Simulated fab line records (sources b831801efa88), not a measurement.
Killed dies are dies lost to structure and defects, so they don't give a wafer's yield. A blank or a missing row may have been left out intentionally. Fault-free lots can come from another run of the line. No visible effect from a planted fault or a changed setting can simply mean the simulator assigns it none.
Split-lot study    flow sky130    5 lots, 23 wafers read, on a route of 708 steps

== SPLIT DETAILS ==
At SKY_VIA4_HDPCVD_00 (deposits SiO2, target thk 1750 nm, time 291.7 s), the setting time_s was moved away from the recipe's 291.7 s on 8 of the 23 wafers read, by -13.5% to +10.3%. This setting was run at the recipe's value on the other wafers.

The file shows no step between the split and the reading.

== THE READING ==
VIA4_HDPCVD_THK, in nm, at SKY_VIA4_THK_MEAS_01. On this fab line, fault-free wafers typically give 1747 nm with a standard deviation of 18 nm.

wafer   tool, chamber at the split  time_s as run, s  against the recipe  VIA4_HDPCVD_THK, nm  against lot-mates on the recipe
L077.1  hdpcvd-01, 2                291.7             recipe              1774                 -
L077.2  hdpcvd-01, 1,2,0            291.7             recipe              1733                 -
L077.3  hdpcvd-01, 0                291.7             recipe              1740                 -
L077.4  hdpcvd-01, 1,2,0            291.7             recipe              1763                 -
L077.5  hdpcvd-01, 1,2,0            291.7             recipe              1739                 -
L079.1  hdpcvd-01, 0                291.7             recipe              1741                 -
L079.2  hdpcvd-01, 1,2              252.3             -13.5%              1534                 -206
L079.3  hdpcvd-01, 2                252.3             -13.5%              1537                 -203
L079.4  hdpcvd-01, 1,2              252.3             -13.5%              1528                 -212
L079.5  hdpcvd-01, 0                291.7             recipe              1739                 -
L080.2  hdpcvd-01, 2                321.8             +10.3%              1948                 +196
L080.3  hdpcvd-01, 1,2              291.7             recipe              1733                 -
L080.4  hdpcvd-01, 1                321.8             +10.3%              1915                 +163
L080.5  hdpcvd-01, 0                291.7             recipe              1749                 -
L080.6  hdpcvd-01, 1,2              291.7             recipe              1775                 -
L083.1  hdpcvd-01, 2                291.7             recipe              1783                 -
L083.3  hdpcvd-01, 1                310.5             +6.4%               1861                 +80
L083.4  hdpcvd-01, 2                291.7             recipe              1778                 -
L083.5  hdpcvd-01, 1                310.5             +6.4%               1859                 +78
L083.6  hdpcvd-01, 2                310.5             +6.4%               1886                 +106
L085.1  hdpcvd-01, 0                291.7             recipe              1766                 -
L085.2  hdpcvd-01, 2                291.7             recipe              1750                 -
L085.4  hdpcvd-01, 0                291.7             recipe              1752                 -
Where a row lists several chambers, the file gives one row for several wafers and doesn't say which wafer went through which chamber.

FIT RESULTS
A straight line over all 23 wafers: VIA4_HDPCVD_THK changes by +16.8 nm for each +1% of time_s; r = +0.99; the points scatter about the line by 16 nm.
The same after taking each lot's own level away (the mean of its wafers on the recipe; 23 wafers): +15.6 nm for each +1%; r = +0.99; scatter 15 nm.
On that fit, the largest move of time_s shifts the reading by 2.1e+02 nm.
Across the lots, their own levels run from 1740.0 to 1780.5 nm, a range of 2.2 times the standard deviation given above.
The two slopes agree, so the slope changes little with the lot-to-lot level.
Check: -211 nm against its lot-mates is what the line predicts for one of the wafers moved furthest among these (-13.5%) when that wafer is left out of the fit. Against them it came out at -206 nm.

== FURTHER SPLITS ON THESE WAFERS ==
Before the reading, these wafers also passed through other splits. Each is held against what the fit with the lots' levels taken away leaves over:
other split on the same wafers        wafers away from the commonest value  r with VIA4_HDPCVD_THK (lot level and that fit taken away)
SKY_CAPM_DEVELOP_11 dev_temp_c        8                                     -0.24
SKY_VIA3_HDPCVD_00 time_s             6                                     -0.08
SKY_VIA3_STRIP_16 pressure_mtorr      18                                    +0.05
SKY_CAP2M_COAT_07 resist_thk_nm       10                                    +0.08
SKY_CAP2M_METAL_ETCH_13 time_s        7                                     -0.15
SKY_METAL4_DEVELOP_12 develop_time_s  9                                     -0.18
SKY_METAL4_METAL_ETCH_18 bias_w       11                                    -0.42

== THE WHOLE CHAIN: every reading that the file lists as answering this split, in the file's order ==
step                  what it does                                     reading                                                                         change (the file's fit)               r (the file's)
SKY_VIA4_HDPCVD_00    deposits SiO2, target thk 1750 nm, time 291.7 s  SiO2_of_VIA4_HDPCVD_00.thk_nm (the simulator's own value, which no gauge read)  +15.8 nm for each +1% of the setting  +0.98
SKY_VIA4_THK_MEAS_01                                                   VIA4_HDPCVD_THK                                                                 +15.8 for each +1% of the setting     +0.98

== THE FILE'S OWN FIT ==
VIA4_HDPCVD_THK changes by +15.8 nm for each +1% of time_s, r = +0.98.
